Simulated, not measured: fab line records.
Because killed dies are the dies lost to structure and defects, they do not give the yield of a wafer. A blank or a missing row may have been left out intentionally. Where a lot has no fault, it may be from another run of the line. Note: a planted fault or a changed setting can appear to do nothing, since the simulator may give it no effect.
Comparing a struck lot with a sound one ; flow gf180mcu ; 15 out of 602 route steps
Sound: these wafers, L367.1, L367.3, L367.4. Struck: wafer L372.1 (L372.2, L372.4, from the same lot, were not struck and are left out); the cause is given at the end.
Each step with rows lists, per side, the tool, then ch with its chambers, then its first start. Under that, the readings that differ: sound wafers ; struck wafers ; difference of the means ; sigmas: that difference in standard deviations of wafers without a fault.
alike: a reading whose means differ by less than 2 such deviations, as well as words and numbers matching on both sides. not compared: withheld readings; readings where some wafer has no value; bounds like >300 that might hide an equal value; numbers whose values overlap and for which the record gives no deviation.
The two part at a step that has a row with sigmas, a row that says differs or no value, or rows on one side only. Numbers that don't overlap but have no deviation are shown without sigmas and don't part them. A reading missing from all wafers of one side parts the sides only when that side holds two or more wafers.

first, 1 step without rows for these wafers: GF_STI_OXIDATION_01 (stabilise 600 s, purge 300 s, target thk 10 nm).
GF_STI_THK_MEAS_02:
  struck on filmMetro-04, day 4 19:31; sound on filmMetro-03, day 3 18:41
  alike: STI_OXIDATION_THK
then, 1 step without rows for these wafers: GF_STI_CVD_03 (deposits Si3N4 from DCS/NH3, target thk 207.16 nm, time 3551 s).
GF_STI_THK_MEAS_04:
  struck on filmMetro-04, day 4 21:34; sound on filmMetro-04, day 3 20:44
  alike: STI_CVD_03_THK
then, 7 steps without rows for these wafers: GF_STI_DEHYDRATE_05 (time 60 s); GF_STI_HMDS_06 (prime time 60 s); GF_STI_COAT_07 (resist thk 700 nm); GF_STI_SOFTBAKE_08 (time 60 s); GF_STI_EXPOSE_09 (exposes mask COMP, target cd 220 nm); GF_STI_PEB_10 (peb time 90 s); GF_STI_DEVELOP_11 (develop time 60 s).
GF_STI_CD_MEAS_12: target cd 220 nm.
  struck on cdSem-02, day 5 12:07; sound on cdSem-02, day 4 09:29
  alike: cdNm
GF_STI_ETCH_13: etches the open film in CHF3/O2, stops on Si, target depth 282.31 nm, time 112.9 s.
  sound on rieDiel-03 ch 1,2, day 4 09:37; struck on rieDiel-01 ch 2, day 5 12:14
reading;sound;struck;difference;sigmas
drypumpMotorCurrentA (A);6.4 5.7 6.4;5.2;-1.0;-2
overEtchFrac;0.3 0.3 0.3;0.28035;-0.01965;
throttleValvePct (%);8.845 8.844 8.831;8.816;-0.024;-2
  alike: oesProductAu
  not compared: rfHoursCounterH
GF_STI_ETCH_14: etches Si in HBr/Cl2/O2, target depth 360 nm, time 102.9 s.
  sound on rieSi-02 ch 0,2,3, day 4 09:41; struck on rieSi-02 ch 1, day 5 12:19
reading;sound;struck;difference;sigmas
rfHoursCounterH (h);18 3 1;102;+95;
  alike: drypumpMotorCurrentA, oesProductAu, throttleValvePct
-- the record jumps here: 28 days lie between the struck wafers' starts before and after (it left off in module STI and takes up again in module PASSIVATION, whose first step shown is number 602 of the route) --
GF_PASSIVATION_PROBE_99:
  the record has rows for the struck wafers here (prober-02, day 33 11:40) and none for the sound ones

== WHERE THEY PART ==
Last at GF_PASSIVATION_PROBE_99 as far as this record goes, first at GF_STI_ETCH_13.

WHY: what the simulator had put in
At GF_STI_ETCH_13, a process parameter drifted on rieDiel-01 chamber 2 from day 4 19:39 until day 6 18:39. A move of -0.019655 in setting overEtchFrac, from 0.3.
